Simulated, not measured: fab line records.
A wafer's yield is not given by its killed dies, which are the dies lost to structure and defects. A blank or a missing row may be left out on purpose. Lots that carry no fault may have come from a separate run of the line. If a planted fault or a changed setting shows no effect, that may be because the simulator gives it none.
Which tool did it? ; flow gf180mcu ; 18 wafers from 6 lots sampled at 2 of the route's 602 steps

## WHAT THE GAUGES SHOWED, per wafer
GF_HV_LDD_CD_MEAS_31: target cd 400 nm.
lot;measured;on;cd nm (nm)
L886;day 11 17:50;cd sem-01;398.2 398.8 398.9
L893;day 13 23:08;cd sem-02;401.9 399.3 401.3
L896;day 15 04:54;cd sem-02;378.4 377.5 377.6
L900;day 16 19:00;cd sem-02;402.3 401.0 400.6
L904;day 18 04:59;cd sem-02;397.9 399.8 397.8
L907;day 19 00:05;cd sem-02;399.7 401.3 402.6

## EACH LOT AND THE TOOL THAT RAN IT (in order: tool; ch and the chambers of the sampled wafers; start)
lot;GF_HV_LDD_EXPOSE_28
L886;iline stepper-02 ch 0, day 11 08:46
L893;iline stepper-02 ch 0, day 13 13:09
L896;iline stepper-02 ch 0, day 14 19:13
L900;iline stepper-01 ch 0, day 16 07:26
L904;iline stepper-01 ch 0, day 17 17:14
L907;iline stepper-01 ch 0, day 18 12:34
- GF_HV_LDD_EXPOSE_28: exposes mask Nplus HV AREA, target cd 400 nm.

## THE ANSWER, worked out from the rows above alone
Rule: usual is defined by the lots themselves. The widest of any qualifying gaps counts: lots, ordered by their means at a reading, are off when they make up no more than a third of the lots, leave a main group of 4 or more, and stand apart from it by 3 or more times the standard deviation of that group's means. A main group whose means are all the same, to the digits that the tables above print for the reading, isn't used. Also off: a lot with no number at a reading for which 4 or more lots have one. All remaining lots with rows at the step are treated as sound.
Off, at GF_HV_LDD_CD_MEAS_31 on cd nm: L896. The main group has a mean of 400.1 nm with a standard deviation of 1.3.
If a tool, at a process step before that reading, ran all the lots that are off and no sound lot after the first of them, it fits. The gauges at GF_HV_LDD_CD_MEAS_31 are tried like those tools. One fits: iline stepper-02 at GF_HV_LDD_EXPOSE_28. Its last sound lot is L893 (day 13 13:09), its first lot that is off L896 (day 14 19:13): a fault that began between those two fits.

## WHAT THE SIMULATOR HAD PUT IN
Drift in process parameters on iline stepper-02 at GF_HV_LDD_EXPOSE_28, starting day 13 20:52. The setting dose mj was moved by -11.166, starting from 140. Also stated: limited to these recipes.
Struck lots among those shown: L896. The rule given above showed the same thing.
